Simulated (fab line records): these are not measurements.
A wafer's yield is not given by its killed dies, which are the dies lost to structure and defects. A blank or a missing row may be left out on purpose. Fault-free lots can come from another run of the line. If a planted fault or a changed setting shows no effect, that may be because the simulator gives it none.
Which tool did it?	flow sky130	10 lots, 30 wafers sampled, at 4 steps of a route of 708

== WHAT THE GAUGES SHOWED, per wafer ==
SKY_SD_N_RS_MEAS_16: measures by four-point-probe.
lot	measured	on	SD_N_RS (ohm/sq)
L866	day 30 10:44	film-metro-03	68.47 68.47 68.44
L870	day 30 16:34	film-metro-03	68.72 68.55 68.62
L871	day 30 15:59	film-metro-04	68.47 68.56 68.31
L872	day 30 18:13	film-metro-02	68.51 68.54 68.55
L873	day 30 22:33	film-metro-02	68.70 68.64 68.64
L874	day 30 23:14	film-metro-04	68.54 68.49 68.43
L881	day 36 19:40	film-metro-04	68.52 68.45 68.47
L879	day 36 22:45	film-metro-02	71.35 71.29 71.27 71.45 71.18 71.12
L880	day 36 20:43	film-metro-04	68.59 68.70 68.59
L878	day 37 02:20	film-metro-02	71.15 71.12 71.23 71.14 71.16 71.08

== TOOL THAT RAN EACH LOT (tool first, then ch and the chambers of the sampled wafers, then the start) ==
lot	SKY_LDD_P_STRIP_10	SKY_RES_XHIGH_STRIP_08	SKY_SD_N_RTA_14
L866	plasma-asher-03 ch 1, day 21 12:43	plasma-asher-01 ch 0,1, day 29 05:41	rtp-anneal-01 ch 0, day 30 10:32
L870	plasma-asher-04 ch 0,1, day 21 20:24	plasma-asher-02 ch 1, day 29 11:08	rtp-anneal-01 ch 0, day 30 16:23
L871	plasma-asher-03 ch 1, day 21 20:45	plasma-asher-04 ch 0,1, day 29 10:26	rtp-anneal-02 ch 0, day 30 15:47
L872	plasma-asher-01 ch 0,1, day 21 21:30	plasma-asher-01 ch 1, day 29 12:22	rtp-anneal-01 ch 0, day 30 18:02
L873	plasma-asher-01 ch 0,1, day 22 01:48	plasma-asher-04 ch 0, day 29 17:34	rtp-anneal-01 ch 0, day 30 22:22
L874	plasma-asher-03 ch 0,1, day 22 02:06	plasma-asher-02 ch 1, day 29 18:11	rtp-anneal-02 ch 0, day 30 23:02
L881	plasma-asher-01 ch 0,1, day 28 13:19	plasma-asher-04 ch 0,1, day 35 15:59	rtp-anneal-01 ch 0, day 36 19:29
L879	plasma-asher-01 ch 0,1, day 28 14:16	plasma-asher-02 ch 0,1, day 35 18:37	rtp-anneal-01 ch 0, day 36 22:34
L880	plasma-asher-04 ch 0,1, day 28 15:45	plasma-asher-04 ch 0,1, day 35 17:23	rtp-anneal-02 ch 0, day 36 20:29
L878	plasma-asher-01 ch 0,1, day 28 18:52	plasma-asher-04 ch 0,1, day 35 22:20	rtp-anneal-01 ch 0, day 37 02:10
- SKY_LDD_P_STRIP_10: strips in O2/N2.
- SKY_RES_XHIGH_STRIP_08: strips in O2/N2.
- SKY_SD_N_RTA_14: time 2 s.

== THE ANSWER, worked out from the rows above alone ==
Rule: what is usual is taken from the lots themselves. Put in order of their means at a reading, lots are off if they are a third of the lots or fewer, leave a main group of 4 or more, and stand apart from it by a gap of 3 or more times the standard deviation of the main group's means; of several such gaps the widest counts. A main group is skipped when, at the precision printed for the reading in the tables above, its means are all equal. Also off: a lot with no number at a reading for which 4 or more lots have one. Any other lot the step has rows for is counted as sound.
Off: L879, L878, at SKY_SD_N_RS_MEAS_16 (SD_N_RS). Mean 68.54 ohm/sq and standard deviation 0.08 in the main group.
A tool fits if, at a process step before that reading, it ran every lot that is off, and no sound lot after the first of them. The gauges at SKY_SD_N_RS_MEAS_16 are tried like those tools. Can't be told from this: 3 tools fit, plasma-asher-01 at SKY_LDD_P_STRIP_10, rtp-anneal-01 at SKY_SD_N_RTA_14, film-metro-02 at SKY_SD_N_RS_MEAS_16.

== WHAT HAD BEEN PUT IN BY THE SIMULATOR ==
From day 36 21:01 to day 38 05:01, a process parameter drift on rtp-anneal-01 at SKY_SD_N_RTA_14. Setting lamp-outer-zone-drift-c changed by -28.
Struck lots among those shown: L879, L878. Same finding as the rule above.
